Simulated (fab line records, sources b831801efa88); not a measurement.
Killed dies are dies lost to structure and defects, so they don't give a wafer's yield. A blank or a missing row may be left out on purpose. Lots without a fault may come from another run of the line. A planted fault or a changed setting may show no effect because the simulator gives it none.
Which tool did it? | flow sky130 | 6 lots, 18 wafers sampled, at 1 step of a route of 708

WHAT THE GAUGES READ, wafer by wafer
SKY_SD_N_RS_MEAS_16: measures by four-point-probe.
lot  | measured     | on            | SD_N_RS (ohm/sq)
L151 | day 28 13:23 | film_metro-01 | 68.72 68.71 68.50
L154 | day 29 19:41 | film_metro-04 | 68.71 68.70 68.63
L157 | day 30 21:58 | film_metro-01 | 68.67 68.79 68.80
L166 | day 33 16:31 | film_metro-01 | 68.58 68.68 68.67
L168 | day 34 07:36 | film_metro-03 | 68.73 68.64 68.71
L172 | day 35 08:32 | film_metro-04 | 68.52 68.59 68.61

WHICH TOOL RAN EACH LOT (tool, then ch and the chambers of the sampled wafers, then the start)
The record holds no process step before these readings.

THE ANSWER, worked out from the rows above alone
Rule: what is usual is taken from the lots themselves. Put in order of their means at a reading, lots are off if they are a third of the lots or fewer, leave a main group of 4 or more, and stand apart from it by a gap of 3 or more times the standard deviation of the main group's means; of several such gaps the widest counts. A main group whose means are all the same, to the digits that the tables above print for the reading, isn't used. A lot without any number at a reading at which 4 lots or more have one is off too. The other lots that the step has rows for count as sound.
No lot is off at any reading shown: from this, nothing can be told.

WHAT THE SIMULATOR HAD PUT IN
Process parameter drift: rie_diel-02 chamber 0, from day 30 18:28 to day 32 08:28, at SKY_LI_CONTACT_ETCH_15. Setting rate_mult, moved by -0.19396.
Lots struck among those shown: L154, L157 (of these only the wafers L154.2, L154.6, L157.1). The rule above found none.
